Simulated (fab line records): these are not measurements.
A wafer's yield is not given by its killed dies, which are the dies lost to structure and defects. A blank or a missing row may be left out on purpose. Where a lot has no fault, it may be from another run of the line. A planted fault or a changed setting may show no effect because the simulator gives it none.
Struck lot and sound lot, side by side	flow sky130	43 out of 708 route steps
Sound: the wafers L582.4, L582.5, L582.6. Struck: wafer L598.4 (L598.3, L598.6, from the same lot, were not struck and are left out); the cause is given at the end.
Per side, at each step with rows, come the tool, then ch with its chambers, and then its first start. Under that, the readings that differ: sound wafers	struck wafers	difference of the means	sigmas: that difference in standard deviations of wafers without a fault.
alike: same words and numbers on both sides, and readings whose means sit less than 2 such deviations apart. not compared: any withheld reading, any reading some wafer has no value for, any bound like >300 that may hide the same value, and any number with overlapping values for which the record gives no deviation.
A row with sigmas, a row that says differs or no value, or rows on one side alone: a step with any of these is where the two part. When numbers do not overlap yet have no deviation, they are printed without sigmas and do not part them. A reading missing from all wafers of one side parts the sides only when that side holds two or more wafers.

first, 4 steps without rows for these wafers: SKY_VIA1_STRIP_17 (strips in post etch residue remover, time 1200 s); SKY_VIA1_CLEAN_18 (cleans in IPA, time 180 s); SKY_VIA1_CLEAN_19 (cleans in O3/DIW); SKY_VIA1_SPUTTER_20 (material TiN, target thk 20 nm, time 80 s).
SKY_VIA1_CVD_21: deposits W, target thk 270 nm, time 80.902 s.
  sound on cvd-w-02 ch 0,1, day 34 11:05; struck on cvd-w-01 ch 0, day 39 08:13
  alike: chamber-pressure-Torr, heater-power-w
SKY_VIA1_RS_MEAS_22: the measuring method here is four-point-probe.
  sound: film-metro-04 at day 34 11:13; struck: film-metro-01 at day 39 08:19
  alike: VIA1_W_RS
SKY_VIA1_THK_MEAS_23: measures by xrf.
  sound: film-metro-04 at day 34 11:18; struck: film-metro-01 at day 39 08:25
  alike: VIA1_W_THK
then, 4 steps without rows for these wafers: SKY_VIA1_CMP_24 (polishes, stops on SiO2, t overpolish 15 s, target thk 0 nm); SKY_METAL2_SPUTTER_00 (material Ti, target thk 15 nm, time 10 s); SKY_METAL2_SPUTTER_01 (material TiN, target thk 20 nm, time 16.7 s); SKY_METAL2_SPUTTER_02 (material AlCu, target thk 250 nm, time 13.3 s).
SKY_METAL2_SPUTTER_03: material Ti, target thk 5 nm, time 3.3 s.
  sound: pvd-sputter-03 at day 34 11:42; struck: pvd-sputter-03 at day 39 08:50
reading	sound	struck	difference	sigmas
throttle-valve-pct (%)	30.5 30.6 29.5	31.9	+1.7	+2
SKY_METAL2_SPUTTER_04: material TiN, target thk 70 nm, time 58.3 s.
  sound: pvd-sputter-03 at day 34 11:43; struck: pvd-sputter-03 at day 39 08:51
reading	sound	struck	difference	sigmas
throttle-valve-pct (%)	30.3 30.5 29.7	32.2	+2.0	+3
SKY_METAL2_RS_MEAS_05: the measuring method here is four-point-probe.
  sound: film-metro-01 at day 34 11:50; struck: film-metro-03 at day 39 08:56
  alike: METAL2_ALCU_RS
SKY_METAL2_THK_MEAS_06: measures by xrf.
  sound: film-metro-01 at day 34 11:55; struck: film-metro-03 at day 39 09:02
  alike: METAL2_ALCU_THK
then, 8 steps without rows for these wafers: SKY_METAL2_DEHYDRATE_07 (time 60 s); SKY_METAL2_HMDS_08 (prime time 60 s); SKY_METAL2_COAT_09 (resist thk 60 nm); SKY_METAL2_COAT_10 (resist thk 450 nm); SKY_METAL2_SOFTBAKE_11 (time 90 s); SKY_METAL2_EXPOSE_12 (exposes mask MM2, target cd 140 nm); SKY_METAL2_PEB_13; SKY_METAL2_DEVELOP_14 (develop time 60 s).
SKY_METAL2_CD_MEAS_15: target cd 140 nm.
  sound: cd-sem-01 at day 35 14:44; struck: cd-sem-01 at day 40 09:01
  alike: cd-nm
SKY_METAL2_OVL_MEAS_16:
  sound: overlay-02 at day 35 14:49; struck: overlay-01 at day 40 09:07
  alike: METAL2_OVL
then, 1 step without rows for these wafers: SKY_METAL2_DESCUM_17 (chemistry O2, time 8 s).
SKY_METAL2_ETCH_18: etches BARC in N2/H2, stops on SiO2, time 45.9 s, target depth 60 nm.
  sound on rie-metal-02 ch 0,1, day 35 14:53; struck on rie-metal-02 ch 1, day 40 09:11
reading	sound	struck	difference	sigmas
throttle-valve-pct (%)	13.241 13.221 13.231	13.212	-0.019	-2
  alike: chamber-pressure-mTorr, drypump-motor-current-A, oes-product-au
  not compared: rf-hours-counter-h
then, 1 step without rows for these wafers: SKY_METAL2_METAL_ETCH_19 (etches the open film in Cl2/BCl3, stops on SiO2, target depth 360 nm, time 78 s).
SKY_METAL2_STRIP_20: strips in O2/N2.
  sound on plasma-asher-01 ch 0,1, day 35 15:03; struck on plasma-asher-04 ch 1, day 40 09:22
reading	sound	struck	difference	sigmas
drypump-motor-current-A (A)	5.31 5.37 5.28	5.82	+0.50	+3
  alike: chamber-pressure-mTorr, oes-product-au, strip-time-to-endpoint-s
  not compared: rf-hours-counter-h
then, 4 steps without rows for these wafers: SKY_METAL2_STRIP_21 (strips in post etch residue remover, time 1200 s); SKY_METAL2_CLEAN_22 (cleans in IPA, time 180 s); SKY_METAL2_CLEAN_23 (cleans in O3/DIW); SKY_VIA2_HDPCVD_00 (deposits SiO2, target thk 1180 nm, time 196.7 s).
SKY_VIA2_THK_MEAS_01:
  sound: film-metro-04 at day 35 15:46; struck: film-metro-04 at day 40 10:04
  alike: VIA2_HDPCVD_THK
SKY_VIA2_CMP_02: polishes SiO2.
  sound on cmp-01 ch 0,1,2, day 35 15:57; struck on cmp-02 ch 3, day 40 10:09
  alike: head-pressure-psi, motor-current-A, slurry-filter-dp-kPa
SKY_VIA2_BOW_MEAS_03:
  sound: film-metro-03 at day 35 16:10; struck: film-metro-02 at day 40 10:26
  alike: VIA2_BOW
then, 6 steps without rows for these wafers: SKY_VIA2_DEHYDRATE_04 (time 60 s); SKY_VIA2_HMDS_05 (prime time 60 s); SKY_VIA2_COAT_06 (resist thk 60 nm); SKY_VIA2_COAT_07 (resist thk 450 nm); SKY_VIA2_SOFTBAKE_08 (time 90 s); SKY_VIA2_EXPOSE_09 (exposes mask VIM2, target cd 200 nm).
-- the record jumps here: 10 days lie between the struck wafers' starts before and after (it left off in module VIA2 and takes up again in module PAD_OPEN, whose first step shown is number 708 of the route) --
SKY_PAD_OPEN_PROBE_99:
  sound: prober-02 at day 46 03:12; struck: prober-02 at day 49 23:28
reading	sound	struck	difference	sigmas
defect-limited-yield (%)	80.3 80.3 82.7	74.8	-6.3	-3
killed_at_M0_to_M3	55 42 45	72	+25	+3
killed-dies	97 97 85	124	+31	+3
killed-on-rim	18 15 15	31	+15	+4
sort_bin_3_pad_short (%)	1.2 0.8 1.0	4.1	+3.1	+7
sort_bin_5_function (%)	11.6 9.6 9.8	14.4	+4.1	+3
sort-n-pass	395 395 407	368	-31	-3
sort-yield-pct (%)	80.3 80.3 82.7	74.8	-6.3	-3
model.etest.tester.sort-n-pass	395 395 407	368	-31	
model.etest.tester.sort-yield-pct (%)	80.28 80.28 82.72	74.8	-6.3	
model.etest.tester.sort_bin_5_pct (%)	11.59 9.553 9.756	14.43	+4.13	
model.etest.tester.sort_bin_3_pct (%)	1.22 0.813 1.016	4.065	+3.049	
  alike: killed_at_M4_up, killed-at-contacts, killed-at-front-end, killed-at-other, killed-open, killed-short, sort_bin_6_memory

## WHERE THEY PART
First at SKY_METAL2_SPUTTER_03; last, within this record, at SKY_PAD_OPEN_PROBE_99.

WHY: what had been put in by the simulator
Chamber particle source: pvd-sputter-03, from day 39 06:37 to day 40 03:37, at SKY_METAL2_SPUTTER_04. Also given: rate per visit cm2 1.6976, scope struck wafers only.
